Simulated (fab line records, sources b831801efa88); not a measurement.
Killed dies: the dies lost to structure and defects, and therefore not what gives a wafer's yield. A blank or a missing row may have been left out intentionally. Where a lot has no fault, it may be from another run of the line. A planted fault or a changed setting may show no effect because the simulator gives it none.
Which tool did it? :: flow gf180mcu :: 14 lots with 42 wafers sampled at 3 steps, on a route of 602 steps

== WHAT THE GAUGES SHOWED, per wafer ==
GF_VT_IMPLANT_OVL_MEAS_40. Usual: VT_IMPLANT_03_OVL typically reads 0.3 nm, with standard deviation 1.2.
lot: L743
measured: day 7 10:32
on: overlay-01
VT_IMPLANT_03_OVL (nm): -0.4 -1.1 0.1
flag: 

lot: L744
measured: day 7 16:36
on: overlay-02
VT_IMPLANT_03_OVL (nm): 1.3 1.7 1.9
flag: 

lot: L745
measured: day 8 00:38
on: overlay-01
VT_IMPLANT_03_OVL (nm): -0.1 -0.1 0.0
flag: 

lot: L748
measured: day 8 22:08
on: overlay-02
VT_IMPLANT_03_OVL (nm): 0.2 1.0 1.8
flag: 

lot: L749
measured: day 9 05:32
on: overlay-01
VT_IMPLANT_03_OVL (nm): 0.6 1.1 0.4
flag: 

lot: L752
measured: day 9 23:20
on: overlay-02
VT_IMPLANT_03_OVL (nm): -0.4 0.5 -0.5
flag: 

lot: L751
measured: day 10 00:56
on: overlay-02
VT_IMPLANT_03_OVL (nm): 0.5 -1.9 -0.8
flag: 

lot: L753
measured: day 10 16:38
on: overlay-01
VT_IMPLANT_03_OVL (nm): -0.8 0.0 -1.8
flag: 

lot: L756
measured: day 11 09:02
on: overlay-02
VT_IMPLANT_03_OVL (nm): 0.5 1.1 2.2
flag: 

lot: L759
measured: day 12 03:02
on: overlay-02
VT_IMPLANT_03_OVL (nm): 1.1 0.1 0.4
flag: 

lot: L760
measured: day 12 07:53
on: overlay-01
VT_IMPLANT_03_OVL (nm): -0.8 -0.6 -0.6
flag: 

lot: L762
measured: day 12 18:44
on: overlay-01
VT_IMPLANT_03_OVL (nm): 1.7 -0.4 0.9
flag: 

lot: L763
measured: day 13 09:41
on: overlay-02
VT_IMPLANT_03_OVL (nm): 1.0 1.1 1.7
flag: 

lot: L766
measured: day 14 01:02
on: overlay-01
VT_IMPLANT_03_OVL (nm): 1.2 0.6 0.3
flag: 

GF_VT_IMPLANT_TW_MEAS_43. Usual: VT_IMPLANT_4_TW typically reads 694, with standard deviation 6.2.
lot: L743
measured: day 7 10:49
on: filmMetro-02
VT_IMPLANT_4_TW: 693 694 694
flag: 

lot: L744
measured: day 7 16:53
on: filmMetro-02
VT_IMPLANT_4_TW: 696 694 695
flag: 

lot: L745
measured: day 8 00:56
on: filmMetro-03
VT_IMPLANT_4_TW: 701 704 701
flag: 

lot: L748
measured: day 8 22:25
on: filmMetro-03
VT_IMPLANT_4_TW: 702 700 701
flag: 

lot: L749
measured: day 9 05:49
on: filmMetro-02
VT_IMPLANT_4_TW: 692 687 692
flag: 

lot: L752
measured: day 9 23:37
on: filmMetro-04
VT_IMPLANT_4_TW: 681 690 682
flag: 

lot: L751
measured: day 10 01:14
on: filmMetro-03
VT_IMPLANT_4_TW: 696 694 694
flag: 

lot: L753
measured: day 10 16:55
on: filmMetro-03
VT_IMPLANT_4_TW: 700 697 697
flag: 

lot: L756
measured: day 11 09:19
on: filmMetro-03
VT_IMPLANT_4_TW: 700 698 701
flag: 

lot: L759
measured: day 12 03:20
on: filmMetro-03
VT_IMPLANT_4_TW: 700 701 696
flag: 

lot: L760
measured: day 12 08:11
on: filmMetro-02
VT_IMPLANT_4_TW: 692 695 691
flag: 

lot: L762
measured: day 12 19:01
on: filmMetro-04
VT_IMPLANT_4_TW: 687 687 686
flag: 

lot: L763
measured: day 13 09:58
on: filmMetro-02
VT_IMPLANT_4_TW: 699 700 695
flag: 

lot: L766
measured: day 14 01:20
on: filmMetro-02
VT_IMPLANT_4_TW: 698 695 697
flag: 

GF_VT_IMPLANT_RS_MEAS_49: a four-point-probe measurement. Usual: MVPSD_RS typically reads 1168 ohm/sq, with standard deviation 3.5.
lot: L743
measured: day 7 11:23
on: filmMetro-03
MVPSD_RS (ohm/sq): 1166 1164 1167
flag: 

lot: L744
measured: day 7 17:29
on: filmMetro-04
MVPSD_RS (ohm/sq): 1170 1168 1171
flag: 

lot: L745
measured: day 8 01:31
on: filmMetro-01
MVPSD_RS (ohm/sq): 1168 1169 1169
flag: 

lot: L748
measured: day 8 22:59
on: filmMetro-03
MVPSD_RS (ohm/sq): 1167 1170 1170
flag: 

lot: L749
measured: day 9 06:23
on: filmMetro-01
MVPSD_RS (ohm/sq): 1173 1168 1171
flag: 

lot: L752
measured: day 10 00:11
on: filmMetro-01
MVPSD_RS (ohm/sq): 1167 1166 1165
flag: 

lot: L751
measured: day 10 01:49
on: filmMetro-01
MVPSD_RS (ohm/sq): 1168 1174 1167
flag: 

lot: L753
measured: day 10 17:29
on: filmMetro-04
MVPSD_RS (ohm/sq): 1174 1176 1174
flag: 

lot: L756
measured: day 11 09:53
on: filmMetro-01
MVPSD_RS (ohm/sq): 1169 1167 1166
flag: 

lot: L759
measured: day 12 03:55
on: filmMetro-01
MVPSD_RS (ohm/sq): 1164 1168 1168
flag: 

lot: L760
measured: day 12 08:46
on: filmMetro-04
MVPSD_RS (ohm/sq): 1171 1174 1169
flag: 

lot: L762
measured: day 12 19:41
on: filmMetro-01
MVPSD_RS (ohm/sq): 1168 1166 1166
flag: 

lot: L763
measured: day 13 10:33
on: filmMetro-01
MVPSD_RS (ohm/sq): 1172 1172 1173
flag: 

lot: L766
measured: day 14 01:55
on: filmMetro-03
MVPSD_RS (ohm/sq): 1172 1170 1170
flag: 

== EACH LOT AND THE TOOL THAT RAN IT (in order: tool; ch and the chambers of the sampled wafers; start) ==
There is no process step in the record ahead of these readings.

== AS READ BY THE TOOLS THEMSELVES (means over the sampled wafers that have a number; for cases with no such wafer, the mark the record gives instead) ==
The record holds no such reading with a usual standard deviation.

== THE ANSWER, worked out from the rows above alone ==
Rule: a lot counts as off when the mean over its wafers that have a number is more than 3 standard deviations away from the usual mean. A lot without any number at a reading at which 4 lots or more have one is off too. The other lots that the step has rows for count as sound. First the gauges in route order, then the tools' own readings, where a lot's mean is used as printed above. The first step at which some lot is off is used, and at that step the reading that is off furthest; a lot without a number counts as furthest.
No lot is off at any reading shown: from this, nothing can be told.

== WHAT HAD BEEN PUT IN BY THE SIMULATOR ==
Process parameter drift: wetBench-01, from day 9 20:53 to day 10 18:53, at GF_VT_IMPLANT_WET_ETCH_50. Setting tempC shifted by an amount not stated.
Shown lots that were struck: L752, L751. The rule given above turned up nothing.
